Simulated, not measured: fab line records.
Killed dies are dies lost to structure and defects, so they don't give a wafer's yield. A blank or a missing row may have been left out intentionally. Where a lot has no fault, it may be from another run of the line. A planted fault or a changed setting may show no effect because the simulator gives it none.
Problem report, 8D (eight disciplines) form, completed by code :: flow sky130 :: the parts of the form that need people (team, actions taken, sign-off) are left out

## 1. PROBLEM STATEMENT
rotationDeg at SKY_LDD_N_IMPLANT_14 reads a mean of 340.30 degrees on 6 wafers of 2 lots; wafers without a fault read 180.01 degrees with a standard deviation of 0.047. That is +99 or more standard deviations from the usual mean.
Earliest sighting: wafer L433.1 on implanter-01 at day 21 16:21. Wafers with a number at this step in the record: 18, from 6 lots. Rule for "out", or "out of limits": more than 4 standard deviations from the usual mean. The other wafers with a number count as sound.

## 2. WHAT IT IS, WHAT IT ISN'T
question: which readings at this step
is: rotationDeg
is not: endStationPressureTorr

question: which lots
is: L433, L434
is not: L423, L440, L442, L443

question: which wafers of those lots
is: all that have a number
is not: -

question: read on which tools
is: implanter-01
is not: implanter-03

question: when
is: from day 21 16:21
is not: up to then (3 sound wafers); but 9 sound wafers of L440, L442, L443 came after

## 3. THE SUSPECTS, EACH WITH WHAT RULES IT OUT
Counting: any tool at a process step up to the reading is kept as a suspect provided that every lot that is out went through it and no sound lot did after the first of them.
- implanter-01 at SKY_LDD_N_IMPLANT_14: ruled out as a lasting fault. The sound lots L442 went through it after L433, its earliest lot that is out (day 21 16:21).
Left after counting: nothing in the record.

## 4. THE CAUSE (what the simulator had put in)
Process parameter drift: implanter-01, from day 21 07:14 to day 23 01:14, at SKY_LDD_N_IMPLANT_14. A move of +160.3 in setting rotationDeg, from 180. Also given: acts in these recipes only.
Counting ruled it out, wrongly.

## 5. THE CHAIN OF EFFECTS, in route order
Each row: a reading where the mean over the struck wafers with a number is more than 3 standard deviations away from the usual. Only readings whose record carries a usual standard deviation are examined. hours: median over the lots of the time between each lot's start at the first step of this table that gives one and its start at this step. sigmas: the change, counted in usual standard deviations.
hours: 0
step: SKY_LDD_N_IMPLANT_14
reading: rotationDeg
usual: 180.01 degrees
on struck wafers: 340.30
change: +160.29
sigmas: +99 or more
Process steps it contains:
- SKY_LDD_N_IMPLANT_14

## 6. HOW IT WOULD HAVE BEEN CAUGHT EARLIER
First out-of-limits reading in this record: day 21 16:21, which is 9 hours after fault onset at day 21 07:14.
